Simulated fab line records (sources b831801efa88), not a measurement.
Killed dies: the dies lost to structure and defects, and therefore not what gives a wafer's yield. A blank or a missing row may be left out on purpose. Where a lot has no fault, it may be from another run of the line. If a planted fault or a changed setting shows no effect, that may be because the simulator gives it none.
The tool behind it: which one? + flow sky130 + 39 wafers from 13 lots sampled at 4 of the route's 708 steps

## WHAT THE GAUGES SHOWED, per wafer
SKY_POLY_CUT_OVL_MEAS_09. Usual: POLY_CUT_OVL gives 1 nm (standard deviation 5.3).
| lot  | measured     | on         | POLY_CUT_OVL (nm) | flag |
|------|--------------|------------|-------------------|------|
| L171 | day 23 23:25 | overlay-02 | 8 10 2            |      |
| L172 | day 24 15:40 | overlay-01 | -3 -1 -4          |      |
| L174 | day 25 10:05 | overlay-02 | 2 -2 -5           |      |
| L177 | day 26 09:29 | overlay-01 | 6 4 5             |      |
| L176 | day 26 16:20 | overlay-01 | -1 2 -15          |      |
| L178 | day 27 01:14 | overlay-01 | 6 3 0             |      |
| L179 | day 27 05:59 | overlay-01 | -2 -7 0           |      |
| L180 | day 27 16:23 | overlay-01 | 2 1 2             |      |
| L185 | day 29 08:35 | overlay-01 | 4 1 7             |      |
| L186 | day 29 13:26 | overlay-01 | -3 -2 4           |      |
| L191 | day 31 12:37 | overlay-02 | -6 -2 -11         |      |
| L192 | day 31 15:17 | overlay-01 | -9 6 1            |      |
| L194 | day 31 23:56 | overlay-01 | 0 13 -2           |      |

SKY_RES_XHIGH_TW_MEAS_09. Usual: RES_XHIGH_TW gives 1636 (standard deviation 11).
| lot  | measured     | on           | RES_XHIGH_TW   | flag |
|------|--------------|--------------|----------------|------|
| L171 | day 26 10:00 | filmMetro-02 | 1645 1642 1650 |      |
| L172 | day 27 01:43 | filmMetro-02 | 1650 1645 1655 |      |
| L174 | day 27 21:43 | filmMetro-01 | 1636 1646 1635 |      |
| L177 | day 28 18:59 | filmMetro-04 | 1633 1636 1639 |      |
| L176 | day 29 03:01 | filmMetro-04 | 1626 1611 1616 |      |
| L178 | day 29 09:58 | filmMetro-04 | 1628 1618 1623 |      |
| L179 | day 29 15:49 | filmMetro-04 | 1619 1611 1611 |      |
| L180 | day 30 01:25 | filmMetro-04 | 1638 1626 1641 |      |
| L185 | day 31 16:56 | filmMetro-01 | 1634 1627 1631 |      |
| L186 | day 31 22:07 | filmMetro-02 | 1651 1654 1653 |      |
| L191 | day 33 18:33 | filmMetro-04 | 1634 1632 1635 |      |
| L192 | day 33 20:25 | filmMetro-01 | 1634 1634 1633 |      |
| L194 | day 34 05:27 | filmMetro-04 | 1642 1636 1636 |      |

## WHICH TOOL RAN EACH LOT (tool, then ch and the chambers of the sampled wafers, then the start)
| lot  | SKY_POLY_CUT_ETCH_11              | SKY_RES_XHIGH_STRIP_08              |
|------|-----------------------------------|-------------------------------------|
| L171 | rieDiel-02 ch 1,2,3, day 23 23:29 | plasmaAsher-03 ch 0,1, day 26 09:53 |
| L172 | rieDiel-02 ch 2,3, day 24 15:44   | plasmaAsher-04 ch 0,1, day 27 01:37 |
| L174 | rieDiel-03 ch 0,3, day 25 10:10   | plasmaAsher-01 ch 0,1, day 27 21:37 |
| L177 | rieDiel-02 ch 0,1, day 26 09:34   | plasmaAsher-03 ch 0,1, day 28 18:53 |
| L176 | rieDiel-04 ch 0,1,2, day 26 16:25 | plasmaAsher-03 ch 0,1, day 29 02:55 |
| L178 | rieDiel-03 ch 0,1,2, day 27 01:19 | plasmaAsher-03 ch 0,1, day 29 09:52 |
| L179 | rieDiel-02 ch 0,2,3, day 27 06:04 | plasmaAsher-04 ch 0,1, day 29 15:43 |
| L180 | rieDiel-03 ch 1,3, day 27 16:28   | plasmaAsher-03 ch 0,1, day 30 01:19 |
| L185 | rieDiel-02 ch 0,1,3, day 29 08:40 | plasmaAsher-03 ch 0,1, day 31 16:50 |
| L186 | rieDiel-04 ch 1,3, day 29 13:31   | plasmaAsher-03 ch 0, day 31 22:01   |
| L191 | rieDiel-02 ch 2,3, day 31 12:41   | plasmaAsher-03 ch 0,1, day 33 18:26 |
| L192 | rieDiel-04 ch 1,2,3, day 31 15:22 | plasmaAsher-01 ch 0,1, day 33 20:19 |
| L194 | rieDiel-02 ch 0,1,3, day 32 00:01 | plasmaAsher-04 ch 0,1, day 34 05:20 |
- SKY_POLY_CUT_ETCH_11: etches Si3N4 in CF4/CH2F2/Ar, stops on poly-Si, time 42.5 s, target depth 60 nm.
- SKY_RES_XHIGH_STRIP_08: strips in O2/N2.

## AS READ BY THE TOOLS THEMSELVES (means over the sampled wafers that have a number; for cases with no such wafer, the mark the record gives instead)
SKY_POLY_CUT_ETCH_11. Usual: drypumpMotorCurrentA 5.6 A, standard deviation 0.46; oesProductAu 0.830 a.u., standard deviation 0.0066; throttleValvePct 14.995 %, standard deviation 0.0077.
| lot  | tool       | drypumpMotorCurrentA (A) | oesProductAu (a.u.) | throttleValvePct (%) | flag |
|------|------------|--------------------------|---------------------|----------------------|------|
| L171 | rieDiel-02 | 5.5                      | 0.832               | 15.005               |      |
| L172 | rieDiel-02 | 5.4                      | 0.834               | 14.994               |      |
| L174 | rieDiel-03 | 5.6                      | 0.832               | 15.002               |      |
| L177 | rieDiel-02 | 5.9                      | 0.823               | 14.994               |      |
| L176 | rieDiel-04 | 5.5                      | 0.827               | 14.992               |      |
| L178 | rieDiel-03 | 5.7                      | 0.838               | 14.985               |      |
| L179 | rieDiel-02 | 5.5                      | 0.821               | 14.992               |      |
| L180 | rieDiel-03 | 5.2                      | 0.834               | 14.991               |      |
| L185 | rieDiel-02 | 5.6                      | 0.828               | 14.993               |      |
| L186 | rieDiel-04 | 5.7                      | 0.834               | 14.997               |      |
| L191 | rieDiel-02 | 5.2                      | 0.831               | 14.987               |      |
| L192 | rieDiel-04 | 5.6                      | 0.837               | 14.993               |      |
| L194 | rieDiel-02 | 5.6                      | 0.830               | 14.999               |      |

SKY_RES_XHIGH_STRIP_08. Usual: drypumpMotorCurrentA 5.7 A, standard deviation 0.53; oesProductAu 0.711 a.u., standard deviation 0.0043; stripTimeToEndpointS 14.28 s, standard deviation 0.038.
| lot  | tool           | drypumpMotorCurrentA (A) | oesProductAu (a.u.) | stripTimeToEndpointS (s) | flag |
|------|----------------|--------------------------|---------------------|--------------------------|------|
| L171 | plasmaAsher-03 | 6.0                      | 0.709               | 14.26                    |      |
| L172 | plasmaAsher-04 | 5.4                      | 0.709               | 14.30                    |      |
| L174 | plasmaAsher-01 | 5.0                      | 0.710               | 14.31                    |      |
| L177 | plasmaAsher-03 | 6.0                      | 0.709               | 14.26                    |      |
| L176 | plasmaAsher-03 | 6.0                      | 0.710               | 14.24                    |      |
| L178 | plasmaAsher-03 | 6.0                      | 0.716               | 14.31                    |      |
| L179 | plasmaAsher-04 | 5.8                      | 0.952               | -                        | OFF  |
| L180 | plasmaAsher-03 | 6.0                      | 0.711               | 14.32                    |      |
| L185 | plasmaAsher-03 | 6.0                      | 0.712               | 14.27                    |      |
| L186 | plasmaAsher-03 | 6.0                      | 0.712               | 14.31                    |      |
| L191 | plasmaAsher-03 | 6.0                      | 0.704               | 14.31                    |      |
| L192 | plasmaAsher-01 | 4.9                      | 0.709               | 14.27                    |      |
| L194 | plasmaAsher-04 | 5.4                      | 0.715               | 14.24                    |      |

## THE ANSWER, worked out from the rows above alone
Rule: lot off if the mean of its wafers having a number is beyond 3 standard deviations from the usual mean. Also off: a lot with no number at a reading for which 4 or more lots have one. All remaining lots with rows at the step are treated as sound. First the gauges in route order, then the tools' own readings, where a lot's mean is used as printed above. At the first step where some lot is off, the reading lying furthest off is the one used; lots without a number count as furthest.
Off, at SKY_RES_XHIGH_STRIP_08 on stripTimeToEndpointS: L179. Without a number there: L179.
If a tool, at that step or one of the process steps before it, ran each lot that is off and ran no sound lot following the first of them, it fits. None of those tried fits.

## WHAT THE SIMULATOR HAD INSERTED
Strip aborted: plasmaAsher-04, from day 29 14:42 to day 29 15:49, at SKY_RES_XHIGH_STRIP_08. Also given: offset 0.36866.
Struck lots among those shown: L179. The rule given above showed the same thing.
